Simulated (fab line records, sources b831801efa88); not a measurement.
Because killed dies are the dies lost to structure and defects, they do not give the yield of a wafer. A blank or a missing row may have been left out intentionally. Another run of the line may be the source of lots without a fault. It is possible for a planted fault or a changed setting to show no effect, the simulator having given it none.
The tool behind it: which one? / flow sky130 / Sampling: 13 lots, 39 wafers, 4 of 708 route steps

WHAT THE GAUGES SHOWED, per wafer
SKY_CONTACT_OVL_MEAS_15.
lot=L841; measured=day 32 10:20; on=overlay-01; CONTACT_OVL (nm)=6 8 9
lot=L843; measured=day 33 04:10; on=overlay-02; CONTACT_OVL (nm)=0 -2 -2
lot=L844; measured=day 33 19:06; on=overlay-01; CONTACT_OVL (nm)=0 -4 -7
lot=L846; measured=day 34 04:52; on=overlay-01; CONTACT_OVL (nm)=-4 -1 -1
lot=L847; measured=day 34 19:04; on=overlay-02; CONTACT_OVL (nm)=1 -3 -7
lot=L848; measured=day 35 03:37; on=overlay-02; CONTACT_OVL (nm)=-2 -8 -2
lot=L851; measured=day 35 23:47; on=overlay-01; CONTACT_OVL (nm)=2 10 4
lot=L852; measured=day 36 03:19; on=overlay-01; CONTACT_OVL (nm)=3 -1 -4
lot=L853; measured=day 36 14:43; on=overlay-02; CONTACT_OVL (nm)=-1 3 0
lot=L855; measured=day 37 15:02; on=overlay-01; CONTACT_OVL (nm)=2 -2 0
lot=L857; measured=day 37 19:39; on=overlay-02; CONTACT_OVL (nm)=4 2 6
lot=L859; measured=day 38 07:04; on=overlay-02; CONTACT_OVL (nm)=-9 -9 -9
lot=L861; measured=day 38 20:02; on=overlay-02; CONTACT_OVL (nm)=-6 -4 -5

SKY_VIA1_OVL_MEAS_13.
lot=L841; measured=day 34 19:25; on=overlay-01; VIA1_OVL (nm)=-4 1 1
lot=L843; measured=day 35 12:46; on=overlay-01; VIA1_OVL (nm)=-8 -9 -6
lot=L844; measured=day 36 03:40; on=overlay-02; VIA1_OVL (nm)=-9 -10 -9
lot=L846; measured=day 36 11:37; on=overlay-02; VIA1_OVL (nm)=3 6 7
lot=L847; measured=day 37 02:26; on=overlay-02; VIA1_OVL (nm)=-3 -6 4
lot=L848; measured=day 37 11:13; on=overlay-02; VIA1_OVL (nm)=-4 -6 -6
lot=L851; measured=day 38 06:37; on=overlay-02; VIA1_OVL (nm)=2 -5 -5
lot=L852; measured=day 38 10:01; on=overlay-02; VIA1_OVL (nm)=6 -3 -4
lot=L853; measured=day 38 21:23; on=overlay-01; VIA1_OVL (nm)=6 9 7
lot=L855; measured=day 39 20:01; on=overlay-01; VIA1_OVL (nm)=-1 0 1
lot=L857; measured=day 40 00:10; on=overlay-02; VIA1_OVL (nm)=-7 -8 -8
lot=L859; measured=day 40 11:49; on=overlay-02; VIA1_OVL (nm)=-9 -11 -9
lot=L861; measured=day 40 23:16; on=overlay-02; VIA1_OVL (nm)=-4 -2 -2

TOOL THAT RAN EACH LOT (tool first, then ch and the chambers of the sampled wafers, then the start)
lot=L841; SKY_FIELD_ISO_ETCH_14=rie-diel-03 ch 0,1, day 2 22:08; SKY_GATE_OXIDE_EXPOSE_07=iline-stepper-01 ch 0, day 14 05:41
lot=L843; SKY_FIELD_ISO_ETCH_14=rie-diel-04 ch 1,2,3, day 3 07:16; SKY_GATE_OXIDE_EXPOSE_07=iline-stepper-01 ch 0, day 14 23:12
lot=L844; SKY_FIELD_ISO_ETCH_14=rie-diel-03 ch 1,3, day 3 11:13; SKY_GATE_OXIDE_EXPOSE_07=iline-stepper-02 ch 0, day 15 07:26
lot=L846; SKY_FIELD_ISO_ETCH_14=rie-diel-01 ch 1,3, day 3 22:07; SKY_GATE_OXIDE_EXPOSE_07=iline-stepper-02 ch 0, day 15 23:34
lot=L847; SKY_FIELD_ISO_ETCH_14=rie-diel-01 ch 1,2,3, day 4 03:25; SKY_GATE_OXIDE_EXPOSE_07=iline-stepper-02 ch 0, day 16 11:20
lot=L848; SKY_FIELD_ISO_ETCH_14=rie-diel-04 ch 0,2,3, day 4 09:46; SKY_GATE_OXIDE_EXPOSE_07=iline-stepper-02 ch 0, day 16 21:08
lot=L851; SKY_FIELD_ISO_ETCH_14=rie-diel-03 ch 0,2,3, day 5 00:19; SKY_GATE_OXIDE_EXPOSE_07=iline-stepper-02 ch 0, day 17 21:19
lot=L852; SKY_FIELD_ISO_ETCH_14=rie-diel-04 ch 0,3, day 5 04:13; SKY_GATE_OXIDE_EXPOSE_07=iline-stepper-01 ch 0, day 18 02:58
lot=L853; SKY_FIELD_ISO_ETCH_14=rie-diel-03 ch 0,3, day 5 11:37; SKY_GATE_OXIDE_EXPOSE_07=iline-stepper-01 ch 0, day 18 11:54
lot=L855; SKY_FIELD_ISO_ETCH_14=rie-diel-03 ch 0,1, day 5 23:49; SKY_GATE_OXIDE_EXPOSE_07=iline-stepper-02 ch 0, day 19 20:31
lot=L857; SKY_FIELD_ISO_ETCH_14=rie-diel-04 ch 1,2,3, day 6 08:58; SKY_GATE_OXIDE_EXPOSE_07=iline-stepper-01 ch 0, day 20 00:58
lot=L859; SKY_FIELD_ISO_ETCH_14=rie-diel-03 ch 0,2,3, day 6 17:38; SKY_GATE_OXIDE_EXPOSE_07=iline-stepper-01 ch 0, day 20 17:37
lot=L861; SKY_FIELD_ISO_ETCH_14=rie-diel-01 ch 0,2, day 7 05:08; SKY_GATE_OXIDE_EXPOSE_07=iline-stepper-02 ch 0, day 21 07:46
- SKY_FIELD_ISO_ETCH_14: etches BARC in N2/H2, stops on SiO2, time 47.97 s, target depth 60 nm.
- SKY_GATE_OXIDE_EXPOSE_07: exposes mask LVOM, target cd 600 nm.

WHAT THE TOOLS THEMSELVES READ (means of the sampled wafers that have a number; where no wafer has one, the mark that the record gives instead)
SKY_FIELD_ISO_ETCH_14.
lot=L841; tool=rie-diel-03; drypump-motor-current-A (A)=6.0; h2-flow-sccm (sccm)=200.3; oes-product-au (a.u.)=0.845; throttle-valve-pct (%)=13.225
lot=L843; tool=rie-diel-04; drypump-motor-current-A (A)=6.0; h2-flow-sccm (sccm)=199.6; oes-product-au (a.u.)=0.848; throttle-valve-pct (%)=13.228
lot=L844; tool=rie-diel-03; drypump-motor-current-A (A)=6.0; h2-flow-sccm (sccm)=200.1; oes-product-au (a.u.)=0.848; throttle-valve-pct (%)=13.223
lot=L846; tool=rie-diel-01; drypump-motor-current-A (A)=6.1; h2-flow-sccm (sccm)=200.6; oes-product-au (a.u.)=0.849; throttle-valve-pct (%)=13.213
lot=L847; tool=rie-diel-01; drypump-motor-current-A (A)=6.3; h2-flow-sccm (sccm)=199.8; oes-product-au (a.u.)=0.852; throttle-valve-pct (%)=13.222
lot=L848; tool=rie-diel-04; drypump-motor-current-A (A)=5.8; h2-flow-sccm (sccm)=199.7; oes-product-au (a.u.)=0.847; throttle-valve-pct (%)=13.222
lot=L851; tool=rie-diel-03; drypump-motor-current-A (A)=5.8; h2-flow-sccm (sccm)=200.3; oes-product-au (a.u.)=0.848; throttle-valve-pct (%)=13.223
lot=L852; tool=rie-diel-04; drypump-motor-current-A (A)=5.7; h2-flow-sccm (sccm)=199.4; oes-product-au (a.u.)=0.845; throttle-valve-pct (%)=13.218
lot=L853; tool=rie-diel-03; drypump-motor-current-A (A)=5.9; h2-flow-sccm (sccm)=200.1; oes-product-au (a.u.)=0.846; throttle-valve-pct (%)=13.219
lot=L855; tool=rie-diel-03; drypump-motor-current-A (A)=6.1; h2-flow-sccm (sccm)=199.8; oes-product-au (a.u.)=0.846; throttle-valve-pct (%)=13.211
lot=L857; tool=rie-diel-04; drypump-motor-current-A (A)=6.0; h2-flow-sccm (sccm)=200.1; oes-product-au (a.u.)=0.845; throttle-valve-pct (%)=13.218
lot=L859; tool=rie-diel-03; drypump-motor-current-A (A)=5.8; h2-flow-sccm (sccm)=199.7; oes-product-au (a.u.)=0.844; throttle-valve-pct (%)=13.225
lot=L861; tool=rie-diel-01; drypump-motor-current-A (A)=5.7; h2-flow-sccm (sccm)=200.0; oes-product-au (a.u.)=0.845; throttle-valve-pct (%)=13.216

SKY_GATE_OXIDE_EXPOSE_07.
lot=L841; tool=iline-stepper-01; stage-vel-mm-s (mm/s)=500.31
lot=L843; tool=iline-stepper-01; stage-vel-mm-s (mm/s)=499.79
lot=L844; tool=iline-stepper-02; stage-vel-mm-s (mm/s)=500.21
lot=L846; tool=iline-stepper-02; stage-vel-mm-s (mm/s)=500.24
lot=L847; tool=iline-stepper-02; stage-vel-mm-s (mm/s)=500.04
lot=L848; tool=iline-stepper-02; stage-vel-mm-s (mm/s)=499.78
lot=L851; tool=iline-stepper-02; stage-vel-mm-s (mm/s)=500.39
lot=L852; tool=iline-stepper-01; stage-vel-mm-s (mm/s)=499.97
lot=L853; tool=iline-stepper-01; stage-vel-mm-s (mm/s)=499.81
lot=L855; tool=iline-stepper-02; stage-vel-mm-s (mm/s)=499.85
lot=L857; tool=iline-stepper-01; stage-vel-mm-s (mm/s)=499.91
lot=L859; tool=iline-stepper-01; stage-vel-mm-s (mm/s)=500.08
lot=L861; tool=iline-stepper-02; stage-vel-mm-s (mm/s)=499.91

THE ANSWER, worked out from the rows above alone
Rule: what is usual is taken from the lots themselves. Put in order of their means at a reading, lots are off if they are a third of the lots or fewer, leave a main group of 4 or more, and stand apart from it by a gap of 3 or more times the standard deviation of the main group's means; of several such gaps the widest counts. If all means in a main group match to the digits the tables above print for the reading, that group is not used. Also off: a lot with no number at a reading for which 4 or more lots have one. Any other lot the step has rows for is counted as sound. After the gauges, taken in route order, come the tools' own readings; for these a lot's mean is taken, as printed above. At the first step where some lot is off, the reading lying furthest off is the one used; lots without a number count as furthest.
Nothing can be told from this: no lot is off at any reading shown.

WHAT THE SIMULATOR HAD PUT IN
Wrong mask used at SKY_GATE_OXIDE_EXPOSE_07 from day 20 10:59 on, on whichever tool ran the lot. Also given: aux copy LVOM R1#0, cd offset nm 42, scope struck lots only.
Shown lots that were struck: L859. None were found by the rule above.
